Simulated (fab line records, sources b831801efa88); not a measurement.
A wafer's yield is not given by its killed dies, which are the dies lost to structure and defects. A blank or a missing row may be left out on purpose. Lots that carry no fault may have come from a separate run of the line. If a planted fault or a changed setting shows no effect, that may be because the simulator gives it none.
fab line records | flow sky130
record lots=4 | wafers=11 | last-day=52
route steps=708 shown METAL1@448 VIA1@458 METAL2@483 PAD_OPEN@708
lots with no fault: from the same line, run without faults
start-h: the number of hours between the record's first day and the start of the first shown wafer of the lot | wait-h: time in hours since the lot's previous step | " unchanged from the row above | L1.1+2: a row that stands for several wafers | - value missing, or start not given | * or withheld: withheld | < > ~ a bound
route shown NAME@n: a module of which the file shows steps, and the number in the route of the first | usual: mean/standard deviation taken from wafers without a fault | same: alike in all rows | chamber/n: place in a boat | sites: per-site readings | _std_site: the standard deviation of these | _edge_site: mean of outer sites minus mean of inner sites | radius-mm: for every site, how far away it sits from the centre of the wafer | mask NAME#n: copy n | behind: the last tool/chamber to shape the wafer | hold: reason for holding the lot/hours on hold/outcome of the hold | device: names the non-switching transistor (n, p or np) | end of line: tests of these same wafers at the route's end | a step without rows: its recipe alone | killed: not the wafer's yield, but the dies lost to structure and defects at the first sort | map: dies across one wafer; x = killed, . = not, _ = none there
set.NAME: the setting as run; set.NAME@STEP: as run at that earlier step | model.NAME: the simulator's own value behind a step, which no gauge read
certain route steps with their lots: each step a table, each wafer a row
services: from which hour (start-h, from the record's first day; less than 0 if before it) a tool's chamber was out of use, for how many hours, and why
## steps
# step SKY_METAL1_DEVELOP_14
# recipe develop-time-s=60 | resist=KrF-thick | dev-temp-c=21
# step SKY_METAL1_DESCUM_17
# recipe chemistry=O2 | source-power-w=150 | bias-power-w=0 | pressure-mtorr=10 | temp-c=40 | time-s=8
# step SKY_METAL1_ETCH_18
# recipe chemistry=N2/H2 | target=BARC | ion-energy-ev=200 | bias-w=100 | pressure-mtorr=30 | n2-flow-sccm=100 | h2-flow-sccm=200 | icp-w=500 | stop-on=SiO2 | time-s=45.9 | target-depth-a=600
# step SKY_METAL1_METAL_ETCH_19
# recipe target-depth-a=3600 | stop-on=SiO2 | over-etch-frac=0.3 | time-s=78 | chemistry=Cl2/BCl3 | resist-sidewall-deg=88 | pressure-mtorr=10 | icp-w=900 | bias-w=48.5 | Cl2_flow_sccm=60 | bcl3-flow-sccm=30
# step SKY_METAL1_STRIP_20
# recipe chemistry=O2/N2 | power-w=1400 | pressure-mtorr=1500 | platen-temp-c=withheld | o2-flow-sccm=3000 | n2-flow-sccm=300 | overash-fraction=0.5
# step SKY_METAL1_STRIP_21
# recipe chemistry=post-etch-residue-remover | time-s=1200 | temp-c=72.5
# step SKY_METAL1_CLEAN_22
# recipe chemistry=IPA | time-s=180 | temp-c=25
# step SKY_METAL1_CLEAN_23
# recipe chemistry=O3/DIW | dry=n2-spin
# step SKY_VIA1_HDPCVD_00
# recipe material=SiO2 | target-thk-nm=1030 | sigma-open-frac=0.3 | time-s=171.7 | temp-c=400 | sih4-flow-sccm=60 | pressure-mtorr=6
# step SKY_VIA1_CMP_02
# recipe material=SiO2 | down-force-psi=4 | platen-rpm=60 | pad-velocity-m-s=0.94248
# usual edge-zone-pressure-frac=1.001/0.0051 | motor-current-A=12.4/1 | platen-rpm=60.00/0.036 | retaining-ring-pressure-frac=1.000/0.0055 | slurry-filter-dp-kPa=13.48/0.14
lot.wafer | tool   | chamber | start-h | wait-h | edge-zone-pressure-frac | motor-current-A | platen-rpm | retaining-ring-pressure-frac | slurry-filter-dp-kPa | model.SiO2_of_VIA1_HDPCVD_00.thk-nm
L946.3    | cmp-01 | 1       | 828.66  | 0.1    | 1.004                   | 10.6            | 60.04      | 0.999                        | 13.29                | 344.5
L946.5    | "      | 1       | "       | "      | 1.003                   | 11.3            | 60.04      | 0.995                        | 13.80                | 308.7
L949.4    | cmp-01 | 2       | 834.55  | 0.1    | 1.009                   | 13.5            | 59.94      | 0.993                        | 13.43                | 347.5
L949.1    | "      | 3       | "       | "      | 0.994                   | 12.3            | 59.99      | 0.997                        | 13.40                | 309.8
L949.5    | "      | 0       | "       | "      | 0.993                   | 13.0            | 59.99      | 1.000                        | 13.33                | 311.5
L956.3    | cmp-01 | 3       | 972.22  | 0.1    | 1.004                   | 12.4            | 59.98      | 1.002                        | 13.60                | 343.8
L956.6    | "      | 1       | "       | "      | 0.995                   | 10.8            | 59.97      | 0.998                        | 13.52                | 342.9
L956.5    | "      | 2       | "       | "      | 1.000                   | 13.1            | 59.96      | 1.000                        | 13.64                | 346.2
L961.2    | cmp-01 | 0       | 979.72  | 0.1    | 1.001                   | 13.1            | 60.01      | 0.995                        | 13.21                | 345.6
L961.6    | "      | 2       | "       | "      | 1.002                   | 13.3            | 59.98      | 0.997                        | 13.59                | 346.1
L961.5    | "      | 3       | "       | "      | 1.009                   | 11.8            | 60.02      | 1.001                        | 13.72                | 344.8
# step SKY_VIA1_BOW_MEAS_03
# recipe mode=bow
# usual VIA1_BOW=80/7
lot.wafer | tool          | chamber | start-h | wait-h | hold                     | VIA1_BOW[um]
L946.3    | film-metro-02 | -       | 828.95  | 0.2    | await-dispo/0.2h/release | 85
L946.5    | "             | -       | "       | "      | await-dispo/0.2h/release | 81
L946.3    | film-metro-02 | -       | 829.45  | 0.5    | -                        | -
L946.5    | "             | -       | "       | "      | -                        | -
L949.1    | film-metro-03 | -       | 834.75  | 0.1    | await-dispo/0.2h/release | 72
L949.4    | "             | -       | "       | "      | await-dispo/0.2h/release | 83
L949.5    | "             | -       | "       | "      | await-dispo/0.2h/release | 76
L949.1    | film-metro-03 | -       | 835.04  | 0.3    | -                        | -
L949.4    | "             | -       | "       | "      | -                        | -
L949.5    | "             | -       | "       | "      | -                        | -
L956.3    | film-metro-04 | -       | 972.46  | 0.2    | -                        | 82
L956.5    | "             | -       | "       | "      | -                        | 80
L956.6    | "             | -       | "       | "      | -                        | 80
L961.2    | film-metro-02 | -       | 979.94  | 0.2    | -                        | 83
L961.5    | "             | -       | "       | "      | -                        | 76
L961.6    | "             | -       | "       | "      | -                        | 91
# step SKY_VIA1_HMDS_05
# recipe prime-time-s=60 | prime-temp-c=120
# step SKY_VIA1_COAT_06
# recipe resist=BARC | temp-c=withheld | time-s=withheld | spin-rpm=3000 | resist-thk-nm=60
# step SKY_VIA1_COAT_07
# recipe resist=KrF-thick | spin-rpm=3000 | resist-thk-nm=450
# step SKY_VIA1_SOFTBAKE_08
# recipe temp-c=100 | time-s=90 | resist=KrF-thick
# step SKY_VIA1_EXPOSE_09
# recipe mask-id=VIM | na=0.8 | source-shape=annular | sigma-inner=0.55 | sigma-outer=0.85 | target-cd-nm=150 | dose-mj=38
# step SKY_VIA1_PEB_10
# recipe peb-temp-c=withheld | peb-time-s=withheld | resist=KrF-thick
# step SKY_VIA1_DEVELOP_11
# recipe develop-time-s=60 | resist=KrF-thick | dev-temp-c=21
# step SKY_VIA1_ETCH_14
# recipe chemistry=N2/H2 | target=BARC | ion-energy-ev=200 | source-w=500 | bias-w=100 | pressure-mtorr=30 | n2-flow-sccm=100 | h2-flow-sccm=200 | stop-on=SiO2 | time-s=45.9 | target-depth-a=600
# step SKY_VIA1_ETCH_15
# recipe target=SiO2 | chemistry=C4F8/O2/Ar | target-depth-nm=351 | stop-on=TiN | mask-material=KrF-thick | source-w=1500 | bias-w=1200 | pressure-mtorr=40 | c4f8-flow-sccm=withheld | O2_flow_sccm=6 | Ar_flow_sccm=300 | time-s=54
# usual bias-w=1200/3.6 | oes-product-au=0.979/0.0076
lot.wafer | tool        | chamber | start-h | wait-h | bias-w | oes-product-au | rf-hours-counter-h | model.etch.depth-nm | model.VIA1.feature-depth-nm
L946.3    | rie-diel-04 | 1       | 855.37  | 0.0    | 1200   | 0.989          | 7                  | 344.5               | 344.5
L946.5    | "           | 1       | "       | "      | 1198   | 0.925          | -                  | 308.7               | 308.7
L949.1    | rie-diel-02 | 0       | 862.14  | 0.0    | 1192   | 0.925          | 15                 | 309.8               | 309.8
L949.4    | "           | 2       | "       | "      | 1196   | 0.978          | 9                  | 343.8               | 343.8
L949.5    | "           | 0       | "       | "      | 1198   | 0.928          | -                  | 311.5               | 311.5
L956.3    | rie-diel-04 | 1       | 997.99  | 0.0    | 1198   | 0.987          | 12                 | 343.8               | 343.8
L956.5    | "           | 2       | "       | "      | 1202   | 0.984          | -                  | 346.2               | 346.2
L956.6    | "           | 1       | "       | "      | 1195   | 0.982          | -                  | 342.9               | 342.9
L961.2    | rie-diel-04 | 2       | 1005.82 | 0.0    | 1195   | 0.984          | 4                  | 345.6               | 345.6
L961.5    | "           | 0       | "       | "      | 1202   | 0.975          | -                  | 343.1               | 343.1
L961.6    | "           | 1       | "       | "      | 1199   | 0.987          | -                  | 346.1               | 346.1
# step SKY_VIA1_STRIP_16
# recipe chemistry=O2/N2 | power-w=1400 | pressure-mtorr=1500 | platen-temp-c=withheld | o2-flow-sccm=3000 | n2-flow-sccm=300 | overash-fraction=0.5
# step SKY_VIA1_STRIP_17
# recipe chemistry=post-etch-residue-remover | time-s=1200 | temp-c=72.5
# step SKY_VIA1_CLEAN_18
# recipe chemistry=IPA | time-s=180 | temp-c=25
# step SKY_VIA1_CLEAN_19
# recipe chemistry=O3/DIW | dry=n2-spin
# step SKY_VIA1_SPUTTER_20
# recipe material=TiN | target-thk-nm=20 | chamber-pressure-pa=5 | power-w=4000 | time-s=80
# step SKY_VIA1_CVD_21
# recipe material=W | target-thk-nm=270 | time-s=80.902 | temp-c=400 | pressure-torr=40
# step SKY_VIA1_CMP_24
# recipe stop-on=SiO2 | t-overpolish-s=15 | down-force-psi=3.5 | platen-rpm=60 | target-thk-nm=0 | pad-velocity-m-s=0.94248
# step SKY_METAL2_SPUTTER_00
# recipe material=Ti | target-thk-nm=15 | power-w=3000 | time-s=10 | chamber-pressure-pa=0.4
# step SKY_METAL2_SPUTTER_01
# recipe material=TiN | target-thk-nm=20 | power-w=6500 | time-s=16.7 | chamber-pressure-pa=0.4
# step SKY_METAL2_SPUTTER_02
# recipe material=AlCu | target-thk-nm=250 | power-w=10600 | time-s=13.3 | chamber-pressure-pa=0.4
# step SKY_METAL2_SPUTTER_03
# recipe material=Ti | target-thk-nm=5 | power-w=3000 | time-s=3.3 | chamber-pressure-pa=0.4
# step SKY_METAL2_SPUTTER_04
# recipe material=TiN | target-thk-nm=70 | power-w=6500 | time-s=58.3 | chamber-pressure-pa=0.4
# step SKY_METAL2_METAL_ETCH_19
# recipe target-depth-a=3600 | stop-on=SiO2 | over-etch-frac=0.3 | time-s=78 | chemistry=Cl2/BCl3 | resist-sidewall-deg=88 | pressure-mtorr=10 | icp-w=900 | bias-w=48.5 | Cl2_flow_sccm=60 | bcl3-flow-sccm=30
# usual bias-w=48.50/0.16 | drypump-motor-current-A=5.5/0.35 | oes-product-au=0.854/0.0057 | throttle-valve-pct=22.265/0.0095
# same over-etch-frac=0.3
lot.wafer | tool         | chamber | start-h | wait-h | bias-w | drypump-motor-current-A | oes-product-au | rf-hours-counter-h | throttle-valve-pct | model.SiO2_of_VIA1_HDPCVD_00.thk-nm
L946.3    | rie-metal-02 | 1       | 884.45  | 0.1    | 48.34  | 5.5                     | 0.851          | -                  | 22.252             | 330.2
L946.5    | "            | 0       | "       | "      | 48.59  | 5.9                     | 0.854          | -                  | 22.247             | 294.9
L949.1    | rie-metal-03 | 0       | 891.02  | 0.0    | 48.49  | 5.7                     | 0.853          | 9                  | 22.277             | 295.5
L949.4    | "            | 1       | "       | "      | 48.59  | 5.0                     | 0.850          | -                  | 22.251             | 333.7
L949.5    | "            | 1       | "       | "      | 48.61  | 5.0                     | 0.854          | -                  | 22.249             | 297.7
L956.3    | rie-metal-03 | 1       | 1024.78 | 0.1    | 48.53  | 5.0                     | 0.855          | -                  | 22.260             | 330.1
L956.5    | "            | 1       | "       | "      | 48.55  | 5.0                     | 0.854          | -                  | 22.279             | 332.4
L956.6    | "            | 1       | "       | "      | 48.43  | 5.0                     | 0.854          | -                  | 22.255             | 329.1
L961.2    | rie-metal-03 | 0       | 1032.55 | 0.0    | 48.35  | 5.7                     | 0.863          | 16                 | 22.273             | 331.5
L961.5    | "            | 1       | "       | "      | 48.63  | 5.0                     | 0.854          | -                  | 22.249             | 331
L961.6    | "            | 0       | "       | "      | 48.30  | 5.7                     | 0.849          | -                  | 22.276             | 332
# step SKY_PAD_OPEN_PROBE_99
# usual defect-limited-yield=82.5/1.8 | killed_at_M0_to_M3=45/6.3 | killed_at_M4_up=2.8/1.6 | killed-at-contacts=24/5.1 | killed-at-front-end=14/4.4 | killed-at-other=0.4/0.73 | killed-dies=86/9 | killed-open=47/7.8 | killed-short=39/6.6 | sort_bin_3_pad_short=0.8/0.42 | sort_bin_5_function=10.3/1.4 | sort_bin_6_memory=6.3/1.2 | sort-n-pass=406/9 | sort-yield-pct=82.5/1.8
# same gross-dies=492 | killed-at-back-side=0 | sort_bin_4_leakage[%]=0 | sort_bin_8_speed[%]=0
lot.wafer | tool      | chamber | start-h | wait-h | defect-limited-yield[%] | killed_at_M0_to_M3 | killed_at_M4_up | killed-at-contacts | killed-at-front-end | killed-at-other | killed-dies | killed-open | killed-short | sort_bin_3_pad_short[%] | sort_bin_5_function[%] | sort_bin_6_memory[%] | sort-n-pass | sort-yield-pct[%]
L946.3    | prober-02 | -       | 1139.70 | 0.2    | 81.3                    | 42                 | 5               | 28                 | 17                  | 0               | 92          | 43          | 49           | 1.4                     | 10.6                   | 6.7                  | 400         | 81.3
L946.5    | prober-02 | -       | 1139.80 | 0.2    | 81.5                    | 52                 | 3               | 21                 | 13                  | 2               | 91          | 60          | 31           | 0.8                     | 12.2                   | 5.5                  | 401         | 81.5
L949.1    | prober-02 | -       | 1145.59 | 0.1    | 85.0                    | 37                 | 2               | 23                 | 12                  | 0               | 74          | 44          | 30           | 0.4                     | 10.2                   | 4.5                  | 418         | 85.0
L949.4    | prober-02 | -       | 1145.74 | 0.2    | 85.4                    | 32                 | 1               | 21                 | 18                  | 0               | 72          | 47          | 25           | 0.6                     | 10.2                   | 3.9                  | 420         | 85.4
L949.5    | prober-02 | -       | 1145.79 | 0.2    | 83.1                    | 42                 | 3               | 25                 | 12                  | 1               | 83          | 32          | 51           | 0.6                     | 9.3                    | 6.9                  | 409         | 83.1
L956.3    | prober-01 | -       | 1237.53 | 0.2    | 79.5                    | 53                 | 5               | 33                 | 10                  | 0               | 101         | 58          | 43           | 0.8                     | 12.6                   | 7.1                  | 391         | 79.5
L956.5    | prober-01 | -       | 1237.63 | 0.2    | 81.7                    | 44                 | 6               | 24                 | 14                  | 2               | 90          | 61          | 27           | 0                       | 10.8                   | 7.5                  | 402         | 81.7
L956.6    | prober-01 | -       | 1237.68 | 0.2    | 82.7                    | 48                 | 2               | 19                 | 13                  | 3               | 85          | 48          | 35           | 0.8                     | 7.9                    | 8.5                  | 407         | 82.7
L961.2    | prober-01 | -       | 1242.71 | 0.1    | 79.9                    | 53                 | 0               | 21                 | 24                  | 1               | 99          | 56          | 43           | 0.4                     | 11.2                   | 8.5                  | 393         | 79.9
L961.5    | prober-01 | -       | 1242.86 | 0.2    | 83.5                    | 40                 | 4               | 20                 | 17                  | 0               | 81          | 50          | 31           | 1.0                     | 9.8                    | 5.7                  | 411         | 83.5
L961.6    | prober-01 | -       | 1242.91 | 0.2    | 78.3                    | 54                 | 1               | 31                 | 21                  | 0               | 107         | 69          | 38           | 1.2                     | 13.2                   | 7.3                  | 385         | 78.3
# killed by level:class
L946.3 LI_CONTACT:geometric-particle:open=9 VIA1:geometric-particle:open=9 VIA2:geometric-particle:open=8 CONTACT:geometric-particle:short=7 LOCAL_INTERCONNECT:geometric-particle:short=7 VIA3:geometric-particle:open=7 POLY_GATE:geometric-particle:short=5 METAL1:geometric-particle:short=5
L946.5 VIA1:geometric-particle:open=14 VIA2:geometric-particle:open=13 VIA3:geometric-particle:open=7 LI_CONTACT:geometric-particle:open=6 FIELD_ISO:geometric-particle:open=5 POLY_GATE:geometric-particle:open=5 VIA1:geometric-particle:short=5 LOCAL_INTERCONNECT:geometric-particle:short=5
L949.1 VIA1:geometric-particle:open=10 LI_CONTACT:geometric-particle:open=9 VIA3:geometric-particle:open=8 CONTACT:geometric-particle:open=6 METAL2:geometric-particle:short=5 METAL1:geometric-particle:short=4 METAL3:geometric-particle:short=4 POLY_GATE:geometric-particle:short=3
L949.4 CONTACT:geometric-particle:open=10 VIA1:geometric-particle:open=9 VIA2:geometric-particle:open=8 CONTACT:geometric-particle:short=5 FIELD_ISO:geometric-particle:open=4 POLY_GATE:geometric-particle:open=4 POLY_GATE:geometric-particle:short=4 LI_CONTACT:geometric-particle:open=4
L949.5 CONTACT:geometric-particle:open=13 VIA3:geometric-particle:open=8 POLY_GATE:geometric-particle:short=6 METAL1:geometric-particle:short=6 VIA3:geometric-particle:short=6 METAL3:geometric-particle:short=5 LI_CONTACT:geometric-particle:open=5 METAL2:geometric-particle:short=5
L956.3 VIA1:geometric-particle:open=20 CONTACT:geometric-particle:open=13 LI_CONTACT:geometric-particle:open=6 CONTACT:geometric-particle:short=6 VIA3:geometric-particle:open=6 LI_CONTACT:geometric-particle:short=5 METAL1:geometric-particle:short=5 VIA1:geometric-particle:short=5
L956.5 VIA1:geometric-particle:open=17 CONTACT:geometric-particle:open=12 LI_CONTACT:geometric-particle:open=7 VIA3:geometric-particle:open=6 VIA2:geometric-particle:open=6 METAL4:geometric-particle:short=5 FIELD_ISO:geometric-particle:open=4 POLY_GATE:geometric-particle:short=4
L956.6 VIA1:geometric-particle:open=13 VIA2:geometric-particle:open=9 CONTACT:geometric-particle:open=8 METAL1:geometric-particle:short=6 VIA3:geometric-particle:open=6 FIELD_ISO:geometric-particle:open=4 METAL2:geometric-particle:short=4 POLY_GATE:geometric-particle:open=3
L961.2 VIA1:geometric-particle:open=12 VIA2:geometric-particle:open=10 FIELD_ISO:geometric-particle:short=8 CONTACT:geometric-particle:open=7 VIA1:geometric-particle:short=6 LI_CONTACT:geometric-particle:open=5 VIA3:geometric-particle:open=5 POLY_GATE:geometric-particle:open=4
L961.5 VIA1:geometric-particle:open=14 LI_CONTACT:geometric-particle:open=7 VIA2:geometric-particle:open=7 POLY_GATE:geometric-particle:open=5 CONTACT:geometric-particle:short=5 VIA3:geometric-particle:open=5 FIELD_ISO:geometric-particle:short=4 CONTACT:geometric-particle:open=4
L961.6 VIA1:geometric-particle:open=15 LI_CONTACT:geometric-particle:open=12 CONTACT:geometric-particle:open=11 FIELD_ISO:geometric-particle:open=7 VIA3:geometric-particle:open=7 VIA2:geometric-particle:open=6 POLY_GATE:geometric-particle:open=5 METAL1:geometric-particle:short=5
## services
tool         | chamber | start-h | hours | kind
rie-diel-02  | 1       | 811.30  | 7.0   | repair
cmp-01       | -       | 812.68  | 3.9   | repair
rie-metal-02 | -       | 831.80  | 1.4   | pm
rie-diel-04  | 2       | 850.60  | -     | clean
rie-diel-04  | 2       | 850.60  | 35.7  | scheduled-down
rie-diel-04  | 2       | 850.60  | 35.7  | vent-cycle
rie-metal-03 | 1       | 852.96  | 27.5  | repair
cmp-01       | -       | 862.59  | 4.8   | pm
rie-diel-04  | 0       | 886.29  | -     | clean
rie-diel-04  | 0       | 886.29  | 16.2  | scheduled-down
rie-diel-02  | 3       | 901.48  | 1.9   | repair
rie-diel-02  | 3       | 906.77  | 8.7   | repair
cmp-01       | -       | 912.03  | 4.0   | pm
rie-diel-02  | -       | 915.31  | 0.6   | repair
cmp-01       | -       | 916.03  | -     | consumable-replace:conditioner
cmp-01       | -       | 916.03  | -     | consumable-replace:pad
rie-metal-02 | -       | 918.26  | 0.2   | repair
rie-diel-04  | -       | 956.41  | 1.5   | repair
rie-diel-04  | 3       | 985.74  | 3.2   | repair
cmp-01       | -       | 1005.91 | 0.6   | repair
cmp-01       | -       | 1006.19 | 1.1   | repair
rie-metal-03 | 0       | 1016.75 | 12.1  | repair
rie-metal-02 | -       | 1017.20 | 0.5   | repair
cmp-01       | -       | 1025.01 | 0.5   | repair
## key
first-sign step=SKY_VIA1_BOW_MEAS_03 | reading=visit | direction=added
effect step=SKY_VIA1_ETCH_15 | reading=oes-product-au | direction=down | sigmas=6.9 | usual=0.979 | struck=0.926
model-effect step=SKY_VIA1_CMP_02 | value=SiO2_of_VIA1_HDPCVD_00.thk-nm | without=344.5 | struck=310
model-effect step=SKY_VIA1_ETCH_15 | value=etch.depth-nm | without=344.5 | struck=310
model-effect step=SKY_METAL2_METAL_ETCH_19 | value=SiO2_of_VIA1_HDPCVD_00.thk-nm | without=330.5 | struck=296
met-at SKY_VIA1_CMP_02
struck-wafers L946.5,L949.1,L949.5
fault kind=process-parameter-drift | tool=cmp-01 | chamber=- | onset-h=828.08 | steps=SKY_VIA1_CMP_02 | channel=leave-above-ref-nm | offset=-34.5 | shape=step | end-h=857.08 | scope=struck-wafers-only | acts-in=these-recipes-only | stated=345
